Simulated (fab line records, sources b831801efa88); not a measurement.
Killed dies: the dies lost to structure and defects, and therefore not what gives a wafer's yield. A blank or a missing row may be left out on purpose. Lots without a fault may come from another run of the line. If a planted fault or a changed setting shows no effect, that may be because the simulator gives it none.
Which tool is to blame? | flow gf180mcu | 12 lots, 36 wafers sampled, at 6 steps of a route of 602

WHAT THE GAUGES SHOWED, per wafer
GF_CONTACT_THK_MEAS_03. Usual: CONTACT_CVD_02_THK 860 nm, standard deviation 12.
lot  | measured     | on            | CONTACT_CVD_02_THK (nm) | flag
L599 | day 15 09:57 | film metro-01 | 868 879 872             |
L601 | day 16 03:45 | film metro-04 | 849 866 883             |
L602 | day 16 13:11 | film metro-03 | 852 856 855             |
L604 | day 17 08:01 | film metro-04 | 863 845 844             |
L606 | day 18 04:43 | film metro-03 | 849 859 859             |
L608 | day 18 19:23 | film metro-04 | 840 852 847             |
L609 | day 19 06:19 | film metro-04 | 875 876 887             |
L614 | day 21 03:41 | film metro-03 | 857 872 862             |
L617 | day 22 02:33 | film metro-01 | 842 850 857             |
L619 | day 22 17:56 | film metro-01 | 862 853 877             |
L620 | day 23 03:08 | film metro-01 | 859 872 878             |
L621 | day 23 12:55 | film metro-04 | 852 879 867             |

GF_CONTACT_OVL_MEAS_15. Usual: CONTACT_OVL -1 nm, standard deviation 6.4.
lot  | measured     | on         | CONTACT_OVL (nm) | flag
L599 | day 16 08:02 | overlay-01 | -9 5 5           |
L601 | day 17 03:05 | overlay-02 | -8 3 0           |
L602 | day 17 12:52 | overlay-01 | -1 3 -3          |
L604 | day 18 07:50 | overlay-01 | 2 -11 -4         |
L606 | day 19 05:05 | overlay-02 | 14 11 3          |
L608 | day 19 20:19 | overlay-01 | 0 -3 -2          |
L609 | day 20 07:04 | overlay-01 | 4 8 1            |
L614 | day 22 03:41 | overlay-01 | 3 9 2            |
L617 | day 23 02:02 | overlay-01 | 3 -1 0           |
L619 | day 23 16:56 | overlay-01 | 7 0 4            |
L620 | day 24 01:47 | overlay-02 | -12 -11 -4       |
L621 | day 24 11:53 | overlay-02 | -4 -6 -5         |

GF_CONTACT_RS_MEAS_25: a four-point-probe measurement. Usual: CONTACT_W_RS 0.382 ohm/sq, standard deviation 0.0051.
lot  | measured     | on            | CONTACT_W_RS (ohm/sq) | flag
L599 | day 16 08:47 | film metro-04 | 0.378 0.377 0.382     |
L601 | day 17 03:47 | film metro-04 | 0.369 0.378 0.377     |
L602 | day 17 13:35 | film metro-04 | 0.384 0.381 0.385     |
L604 | day 18 08:32 | film metro-03 | 0.382 0.384 0.389     |
L606 | day 19 05:47 | film metro-01 | 0.374 0.375 0.383     |
L608 | day 19 21:07 | film metro-04 | 0.386 0.381 0.381     |
L609 | day 20 07:48 | film metro-01 | 0.383 0.378 0.381     |
L614 | day 22 04:23 | film metro-04 | 0.387 0.385 0.386     |
L617 | day 23 02:46 | film metro-04 | 0.351 0.384 0.349     | OFF
L619 | day 23 17:38 | film metro-01 | 0.373 0.375 0.372     |
L620 | day 24 02:29 | film metro-01 | 0.353 0.388 0.353     | OFF
L621 | day 24 12:36 | film metro-04 | 0.380 0.388 0.389     |

GF_CONTACT_THK_MEAS_26: measures by xrf. Usual: CONTACT_W_THK 299 nm, standard deviation 4.4.
lot  | measured     | on            | CONTACT_W_THK (nm) | flag
L599 | day 16 08:55 | film metro-04 | 303 303 297        |
L601 | day 17 03:54 | film metro-04 | 308 300 302        |
L602 | day 17 13:42 | film metro-04 | 295 298 295        |
L604 | day 18 08:40 | film metro-03 | 300 300 298        |
L606 | day 19 05:54 | film metro-01 | 305 305 299        |
L608 | day 19 21:13 | film metro-04 | 295 297 298        |
L609 | day 20 07:53 | film metro-01 | 296 302 299        |
L614 | day 22 04:30 | film metro-04 | 294 296 294        |
L617 | day 23 02:52 | film metro-04 | 324 297 326        | OFF
L619 | day 23 17:45 | film metro-01 | 306 305 308        |
L620 | day 24 02:36 | film metro-01 | 326 296 324        | OFF
L621 | day 24 12:43 | film metro-04 | 299 295 292        |

WHICH TOOL RAN EACH LOT (tool, then ch and the chambers of the sampled wafers, then the start)
lot  | GF_CONTACT_CVD_02               | GF_CONTACT_CVD_24
L599 | pecvd-04 ch 1,2, day 15 09:52   | cvd w-02 ch 0,1, day 16 08:41
L601 | pecvd-01 ch 0,1, day 16 03:41   | cvd w-01 ch 0,1, day 17 03:41
L602 | pecvd-01 ch 0,1, day 16 13:07   | cvd w-01 ch 1, day 17 13:28
L604 | pecvd-04 ch 1,2, day 17 07:56   | cvd w-02 ch 0,1, day 18 08:26
L606 | pecvd-02 ch 0,1, day 18 04:39   | cvd w-01 ch 0,1, day 19 05:41
L608 | pecvd-02 ch 0,2, day 18 19:19   | cvd w-02 ch 1, day 19 20:59
L609 | pecvd-01 ch 0,1,2, day 19 06:14 | cvd w-01 ch 0,1, day 20 07:41
L614 | pecvd-04 ch 1,2, day 21 03:37   | cvd w-02 ch 0,1, day 22 04:17
L617 | pecvd-04 ch 0,2, day 22 02:28   | cvd w-02 ch 0,1, day 23 02:40
L619 | pecvd-02 ch 0,1,2, day 22 17:52 | cvd w-01 ch 0,1, day 23 17:32
L620 | pecvd-04 ch 0,1, day 23 03:04   | cvd w-02 ch 0,1, day 24 02:23
L621 | pecvd-04 ch 1,2, day 23 12:50   | cvd w-01 ch 0,1, day 24 12:29
- GF_CONTACT_CVD_02: deposits SiO2 from TEOS, target thk 860 nm, time 95.992 s.
- GF_CONTACT_CVD_24: deposits W, target thk 300 nm, time 90.339 s.

WHAT THE TOOLS THEMSELVES READ (means of the sampled wafers that have a number; where no wafer has one, the mark that the record gives instead)
GF_CONTACT_CVD_02. Usual: heater power w reads 644 W (standard deviation 94).
lot  | tool     | heater power w (W) | flag
L599 | pecvd-04 | 581                |
L601 | pecvd-01 | 706                |
L602 | pecvd-01 | 691                |
L604 | pecvd-04 | 572                |
L606 | pecvd-02 | 608                |
L608 | pecvd-02 | 562                |
L609 | pecvd-01 | 682                |
L614 | pecvd-04 | 606                |
L617 | pecvd-04 | 694                |
L619 | pecvd-02 | 629                |
L620 | pecvd-04 | 530                |
L621 | pecvd-04 | 605                |

GF_CONTACT_CVD_24. Usual: heater power w reads 901 W (standard deviation 57).
lot  | tool     | heater power w (W) | flag
L599 | cvd w-02 | 906                |
L601 | cvd w-01 | 946                |
L602 | cvd w-01 | 872                |
L604 | cvd w-02 | 871                |
L606 | cvd w-01 | 960                |
L608 | cvd w-02 | 843                |
L609 | cvd w-01 | 920                |
L614 | cvd w-02 | 867                |
L617 | cvd w-02 | 867                |
L619 | cvd w-01 | 954                |
L620 | cvd w-02 | 879                |
L621 | cvd w-01 | 962                |

THE ANSWER, worked out from the rows above alone
Rule: a lot counts as off when the mean over its wafers that have a number is more than 3 standard deviations away from the usual mean. A lot without any number at a reading at which 4 lots or more have one is off too. All remaining lots with rows at the step are treated as sound. After the gauges, taken in route order, come the tools' own readings; for these a lot's mean is taken, as printed above. At the first step where some lot is off, the reading lying furthest off is the one used; lots without a number count as furthest.
Off: L617, L620, at GF_CONTACT_RS_MEAS_25 (CONTACT_W_RS).
A tool fits if, at a process step before that reading, it ran every lot that is off, and no sound lot after the first of them. The gauges at GF_CONTACT_RS_MEAS_25 are tried like those tools. One fits: GF_CONTACT_CVD_24 on cvd w-02. Its last sound lot is L614 (day 22 04:17), its first lot that is off L617 (day 23 02:40): a fault that began between those two fits.

WHAT THE SIMULATOR PUT IN
cvd w-02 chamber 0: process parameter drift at GF_CONTACT_CVD_24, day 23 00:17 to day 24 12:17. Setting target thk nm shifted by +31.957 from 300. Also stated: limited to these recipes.
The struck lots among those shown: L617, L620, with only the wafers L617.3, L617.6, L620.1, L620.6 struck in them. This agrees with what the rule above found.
